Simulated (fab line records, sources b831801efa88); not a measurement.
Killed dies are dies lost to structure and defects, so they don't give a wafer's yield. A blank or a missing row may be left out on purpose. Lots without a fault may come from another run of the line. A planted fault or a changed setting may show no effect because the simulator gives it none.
Problem report in the 8D (eight disciplines) form, filled by code | flow gf180mcu | the parts of the form that need people (team, actions taken, sign-off) are left out

1. THE PROBLEM
beam_energy_keV at GF_VT_IMPLANT_IMPLANT_41 reads a mean of 76.084 on 6 wafers of 2 lots; wafers without a fault read 69.995 with a standard deviation of 0.024. That is +99 or more standard deviations from the usual mean.
First seen on wafer L216.2, day 11 01:35, on implanter-03. The record holds 42 wafers of 14 lots with a number at this step. Rule for "out", or "out of limits": more than 4 standard deviations from the usual mean. The other wafers with a number count as sound.

2. WHAT IT IS AND WHAT IT IS NOT
question                    | is                     | is not
which readings at this step | beam_energy_keV        | -
which lots                  | L216, L219             | L204, L205, L206, L207, L208, L210, L214, L217, L221, L222, L223, L224
which wafers of those lots  | all that have a number | -
read on which tools         | implanter-03           | implanter-02, implanter-04
when                        | from day 11 01:35      | up to then (21 sound wafers); but 15 sound wafers of L217, L221, L222, L223, L224 came after

3. SUSPECTS, AND WHAT RULES EACH OUT
Counting: a tool at a process step up to the reading stays a suspect if it ran every lot that is out and no sound lot after the first of them.
- implanter-03 at GF_VT_IMPLANT_IMPLANT_41: kept. It ran every lot that is out, first L216 (day 11 01:35), and no sound lot after that; its last sound lot up to then is L210 (day 9 05:53). Its own readings are out on those wafers: beam_energy_keV.
Left after counting: implanter-03 at GF_VT_IMPLANT_IMPLANT_41.

4. THE CAUSE (what the simulator had put in)
Process parameter drift: implanter-03, from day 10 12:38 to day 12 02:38, at GF_VT_IMPLANT_IMPLANT_41. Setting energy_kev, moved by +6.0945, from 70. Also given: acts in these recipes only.
Counting left only this tool.

5. THE CHAIN OF EFFECTS, in route order
Each row: a reading whose mean over the struck wafers that have a number lies more than 3 standard deviations from the usual. Only readings for which the record gives a usual standard deviation are gone through. hours: the time from each lot's start at the first step in this table that gives one to its start at this step, as a median over the lots. sigmas: the change in usual standard deviations.
hours | step                     | reading         | usual  | on struck wafers | change | sigmas
0     | GF_VT_IMPLANT_IMPLANT_41 | beam_energy_keV | 69.995 | 76.084           | +6.089 | +99 or more
The process steps in it:
- GF_VT_IMPLANT_IMPLANT_41
Later measuring or inspecting steps at which every struck wafer that the step has a row for has a number for every such reading, and none has moved that far: GF_POLY_GATE_THK_MEAS_01.

6. WHAT WOULD HAVE CAUGHT IT SOONER
In this record the first reading out of limits was taken at day 11 01:35, 13 hours after the fault began at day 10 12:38.
